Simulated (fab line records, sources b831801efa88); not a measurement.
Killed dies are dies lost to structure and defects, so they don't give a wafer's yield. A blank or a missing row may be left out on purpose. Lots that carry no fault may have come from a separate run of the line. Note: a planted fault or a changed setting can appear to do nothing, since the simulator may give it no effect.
8D (eight disciplines) problem report, filled in by code / flow sky130 / the parts of the form that need people (team, actions taken, sign-off) are left out

## 1. WHAT WENT WRONG
At SKY_METAL2_ETCH_18, rf fwd power W averages 573.8 W over 4 wafers from 2 lots, while fault-free wafers read 495.5 W, standard deviation 2.6. Measured from the usual mean, that is +30 standard deviations.
The step: etches BARC in N2/H2, stops on SiO2, time 45.9 s, target depth 60 nm.
First observed at day 37 17:30: wafer L117.2, on rie metal-04. At this step, 18 wafers from 6 lots have a number in the record. The rule behind "out" and "out of limits": a value lying over 4 standard deviations away from the usual mean. All remaining wafers that have a number are taken as sound.

## 2. WHAT IT IS AND WHAT IT IS NOT
question=which readings at this step | is=rf fwd power W | is not=throttle valve pct
question=which lots | is=L117, L118 | is not=L109, L129, L131, L132
question=which wafers of those lots | is=L117.2, L117.5, L118.1, L118.4 | is not=L117.1, L118.2
question=read on which tools | is=rie metal-04 | is not=rie metal-01, rie metal-02
question=when | is=from day 37 17:30 | is not=up to then (4 sound wafers); but 10 sound wafers of L118, L129, L131, L132 came after

## 3. WHAT RULES OUT EACH SUSPECT
Counting: if a tool at a process step up to the reading ran every lot that is out, it stays a suspect. Sound lots after the first of them don't rule it out here, since some wafers of a struck lot are sound.
- rie metal-04 at SKY_METAL2_DESCUM_17 (chemistry O2, time 8 s): kept. It ran every lot that is out, first L117 (day 37 17:28).
- rie metal-04 at SKY_METAL2_ETCH_18 (etches BARC in N2/H2, stops on SiO2, time 45.9 s, target depth 60 nm): kept. It ran every lot that is out, first L117 (day 37 17:30). Its own rf fwd power W readings are out on those wafers.
- Within rie metal-04 at SKY_METAL2_DESCUM_17, the wafers that are out were processed in chamber 0 and their sound lot-mates in chamber 1.
- Within rie metal-04 at SKY_METAL2_ETCH_18, the wafers that are out were processed in chamber 0 and their sound lot-mates in chamber 1.
Left after counting: rie metal-04 at SKY_METAL2_DESCUM_17, rie metal-04 at SKY_METAL2_ETCH_18.

## 4. THE CAUSE (what the simulator had put in)
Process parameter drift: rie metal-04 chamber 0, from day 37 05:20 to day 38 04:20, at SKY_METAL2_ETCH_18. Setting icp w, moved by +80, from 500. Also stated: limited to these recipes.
Counting leaves 2 suspects; this tool is one of them.

## 5. THE CHAIN OF EFFECTS, in route order
Rows list readings where the struck wafers' mean (over those with a number) sits beyond 3 standard deviations from the usual. Readings are gone through only where the record gives a usual standard deviation; hours: the median, over the lots, of the time from a lot's start at the first step in this table giving one to that lot's start at this step; sigmas: the change measured in usual standard deviations.
hours=0; step=SKY_METAL2_ETCH_18; reading=rf fwd power W; usual=495.5 W; on struck wafers=573.8; change=+78.3; sigmas=+30
Process steps it contains:
- SKY_METAL2_ETCH_18: etches BARC in N2/H2, stops on SiO2, time 45.9 s, target depth 60 nm.

## 6. HOW IT WOULD HAVE BEEN CAUGHT EARLIER
The fault began at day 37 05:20; the first out-of-limits reading in this record came at day 37 17:30, 12 hours later.
